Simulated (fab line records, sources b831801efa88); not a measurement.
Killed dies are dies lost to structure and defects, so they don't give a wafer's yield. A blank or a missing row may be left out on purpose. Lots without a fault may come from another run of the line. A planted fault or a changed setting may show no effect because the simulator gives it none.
A struck lot beside a sound one | flow sky130 | 44 steps out of a route of 708
Sound: wafers L595.1, L595.2, L595.4. Struck: wafers L606.1, L606.3, L606.5. The cause comes at the end.
At each step with rows: each side's tool, then ch and its chambers, then its first start. Under that, the readings that differ: sound wafers | struck wafers | difference of the means | sigmas: that difference in standard deviations of wafers without a fault.
alike: readings whose means differ by less than 2 such deviations, and words and numbers that are the same on both sides. not compared: withheld readings, readings that some wafer has no value for, bounds like >300 that may hide the same value, and numbers for which the record gives no deviation and whose values overlap.
The two part at a step that has a row with sigmas, a row that says differs or no value, or rows on one side only. Numbers that don't overlap but have no deviation are shown without sigmas and don't part them. A reading that every wafer of one side lacks parts them only if that side has two wafers or more.

first, 3 steps without rows for these wafers: SKY_FIELD_ISO_CLEAN_20 (cleans in dHF, time 20 s); SKY_FIELD_ISO_WET_ETCH_21 (etches SiO2 in dHF, target depth 20 nm, time 400 s); SKY_FIELD_ISO_OXIDATION_22 (stabilise 600 s, purge 300 s, target thk 10 nm).
SKY_FIELD_ISO_THK_MEAS_23:
  sound on film_metro-02, day 2 05:38; struck on film_metro-03, day 4 19:17
  alike: FIELD_ISO_OXIDATION_01_THK
then, 1 step without rows for these wafers: SKY_FIELD_ISO_CVD_24 (deposits SiO2, target thk 595 nm, time 99.2 s).
SKY_FIELD_ISO_THK_MEAS_25:
  sound on film_metro-03, day 2 05:46; struck on film_metro-03, day 4 19:25
  alike: FIELD_ISO_CVD_24_THK
then, 1 step without rows for these wafers: SKY_FIELD_ISO_ANNEAL_26 (time 1800 s).
SKY_FIELD_ISO_CMP_27: polishes, stops on Si3N4, t overpolish 16 s, target thk 457.8 nm.
  sound on cmp-02 ch 0,2,3, day 2 07:22; struck on cmp-01 ch 0,1,3, day 4 23:24
  reading                | sound       | struck      | difference | sigmas
  time_to_endpoint_s (s) | 117 114 115 | 105 110 106 | -8         | -2
  alike: motor_current_A, overpolish_run_s, retaining_ring_pressure_frac
then, 4 steps without rows for these wafers: SKY_FIELD_ISO_WET_ETCH_28 (etches SiO2 in dHF, target depth 23.7 nm, time 47 s); SKY_FIELD_ISO_WET_ETCH_29 (etches Si3N4 in H3PO4, target depth 160 nm, time 1825 s); SKY_FIELD_ISO_WET_ETCH_30 (etches SiO2 in dHF, target depth 25 nm, time 50 s); SKY_NWELL_CLEAN_00 (cleans in SC1/SC2, time 150 s).
SKY_NWELL_OXIDATION_01: stabilise 600 s, purge 300 s, target thk 10 nm.
  sound on furnace-01 ch 0, day 2 10:20; struck on furnace-02 ch 0, day 5 01:11
  reading                                      | sound                | struck               | difference | sigmas
  spike_tc_bottom_C (C)                        | 919.2 920.7 920.8    | 836.1 835.9 834.0    | -84.9      | -61
  spike_tc_centre_C (C)                        | 900.9 901.2 901.0    | 816.6 816.9 815.1    | -84.8      | -88
  spike_tc_lower_C (C)                         | 899.0 900.0 900.4    | 816.7 817.2 815.5    | -83.3      | -83
  spike_tc_top_C (C)                           | 911.7 913.1 912.9    | 833.1 833.2 831.1    | -80.1      | -67
  spike_tc_upper_C (C)                         | 899.8 900.7 900.0    | 814.4 815.6 815.1    | -85.1      | -85
  tube_center_temp_C (C)                       | 899.98 900.03 899.98 | 815.46 815.47 815.76 | -84.43     | -99 or more
  tube_center_temp_C_max                       | 902.3 901.9 901.8    | 817.3 817.6 818.5    | -84.2      | -99 or more
  zone_power_lower_pct (%)                     | 18.19 18.37 18.52    | 14.62 14.73 14.83    | -3.63      | -16
  zone_power_top_pct (%)                       | 29.8 30.4 30.4       | 25.1 25.0 25.3       | -5.1       | -9
  zone_power_upper_pct (%)                     | 17.65 17.56 17.97    | 14.43 14.47 14.70    | -3.19      | -17
  model.SiO2_of_NWELL_OXIDATION_01.thk_nm (nm) | 9.855 10.01 9.86     | 3.284 3.341 3.361    | -6.580     |
SKY_NWELL_THK_MEAS_02:
  sound on film_metro-04, day 2 11:44; struck on film_metro-03, day 5 02:35
  reading                  | sound           | struck         | difference | sigmas
  NWELL_OXIDATION_THK (nm) | 9.90 10.01 9.86 | 3.33 3.34 3.34 | -6.59      | -44
then, 8 steps without rows for these wafers: SKY_DNWELL_DEHYDRATE_00 (time 60 s); SKY_DNWELL_HMDS_01 (prime time 60 s); SKY_DNWELL_COAT_02 (resist thk 3000 nm); SKY_DNWELL_SOFTBAKE_03; SKY_DNWELL_EXPOSE_04 (exposes mask DNM, target cd 3000 nm); SKY_DNWELL_PEB_05; SKY_DNWELL_DEVELOP_06 (develop time 60 s); SKY_DNWELL_IMPLANT_07.
SKY_DNWELL_STRIP_08: strips in O2/N2.
  sound on plasma_asher-02 ch 0,1, day 3 03:16; struck on plasma_asher-02 ch 0,1, day 5 20:04
  alike: chamber_pressure_mTorr, drypump_motor_current_A, oes_product_au, strip_time_to_endpoint_s
  not compared: rf_hours_counter_h
SKY_DNWELL_TW_MEAS_09:
  sound on film_metro-04, day 3 03:22; struck on film_metro-01, day 5 20:10
  alike: DNWELL_TW
then, 7 steps without rows for these wafers: SKY_PWDE_DEHYDRATE_00 (time 60 s); SKY_PWDE_HMDS_01 (prime time 60 s); SKY_PWDE_COAT_02 (resist thk 3000 nm); SKY_PWDE_SOFTBAKE_03; SKY_PWDE_EXPOSE_04 (exposes mask PWDEM, target cd 840 nm); SKY_PWDE_PEB_05; SKY_PWDE_DEVELOP_06 (develop time 60 s).
SKY_PWDE_OVL_MEAS_07:
  sound on overlay-02, day 3 19:04; struck on overlay-01, day 6 13:17
  alike: PWDE_OVL
then, 1 step without rows for these wafers: SKY_PWDE_IMPLANT_08.
SKY_PWDE_STRIP_09: strips in O2/N2.
  sound on plasma_asher-03 ch 0,1, day 3 19:15; struck on plasma_asher-02 ch 0,1, day 6 13:28
  alike: chamber_pressure_mTorr, drypump_motor_current_A, oes_product_au, strip_time_to_endpoint_s
  not compared: rf_hours_counter_h
SKY_PWDE_TW_MEAS_10:
  sound on film_metro-01, day 3 19:21; struck on film_metro-03, day 6 13:34
  reading | sound             | struck            | difference | sigmas
  PWDE_TW | 370.4 372.9 372.7 | 379.4 379.5 379.9 | +7.6       | +3
then, 7 steps without rows for these wafers: SKY_NWELL_DEHYDRATE_03 (time 60 s); SKY_NWELL_HMDS_04 (prime time 60 s); SKY_NWELL_COAT_05 (resist thk 3000 nm); SKY_NWELL_SOFTBAKE_06; SKY_NWELL_EXPOSE_07 (exposes mask NWM, target cd 840 nm); SKY_NWELL_PEB_08; SKY_NWELL_DEVELOP_09 (develop time 60 s).
-- the record jumps here: 10 days lie between the struck wafers' starts before and after (it left off in module NWELL and takes up again in module SONOS_ONO, whose first step shown is number 183 of the route) --
SKY_SONOS_ONO_ETCH_15: etches the open film in CHF3/O2, target depth 19.52 nm, time 7.8 s.
  sound on rie_diel-04 ch 1,2,3, day 12 04:40; struck on rie_diel-03 ch 0,1, day 16 09:49
  reading                                      | sound             | struck               | difference | sigmas
  oes_product_au (a.u.)                        | 0.972 0.998 0.990 | 1.010 1.007 1.013    | +0.023     | +2
  model.SiO2_of_NWELL_OXIDATION_01.thk_nm (nm) | 5.476 5.481 5.365 | 0.9056 0.9268 0.9314 | -4.5194    |
  alike: chamber_pressure_mTorr, drypump_motor_current_A, throttle_valve_pct
  not compared: rf_hours_counter_h
-- the record jumps here: 32 days lie between the struck wafers' starts before and after (it left off in module SONOS_ONO and takes up again in module PAD_OPEN, whose first step shown is number 708 of the route) --
SKY_PAD_OPEN_PROBE_99:
  sound on prober-02, day 45 06:23; struck on prober-01, day 48 12:04
  reading                                    | sound                | struck               | difference | sigmas
  model.etest.tip_p.rs_ohm_sq                | 7045 7054 7005       | 6654 6629 6663       | -386       |
  model.etest.res_pwell_under_gate.rs_ohm_sq | 2260 2269 2276       | 2240 2234 2230       | -34        |
  model.etest.pfet_01v8.drive_ua_um          | 185.5 177.3 179.4    | 200.6 201.9 201.5    | +20.6      |
  model.etest.pfet_01v8_mvt.drive_ua_um      | 147 142 143.6        | 161 163.8 162.9      | +18        |
  model.etest.pfet_01v8_hvt.drive_ua_um      | 137.1 132.7 132.8    | 148.7 151.4 148      | +15.2      |
  model.etest.pfet_01v8_mvt.off_log10_a_um   | -11.15 -11.38 -11.47 | -9.483 -9.406 -9.393 | +1.906     |
  model.etest.pfet_g5v0d10v5.off_log10_a_um  | -13 -12.88 -12.84    | -11.69 -11.82 -11.87 | +1.11      |
  alike: killed_at_M0_to_M3, killed_at_M4_up, killed_at_contacts, killed_at_front_end, killed_at_other, killed_dies, killed_open, killed_short
  not compared: model.etest.nfet_16v.r_on_ohm_um

WHERE THEY PART
First at SKY_FIELD_ISO_CMP_27; last, within this record, at SKY_SONOS_ONO_ETCH_15. Later steps at which nothing parts them and some readings are alike: SKY_PAD_OPEN_PROBE_99.

WHY: what the simulator had put in
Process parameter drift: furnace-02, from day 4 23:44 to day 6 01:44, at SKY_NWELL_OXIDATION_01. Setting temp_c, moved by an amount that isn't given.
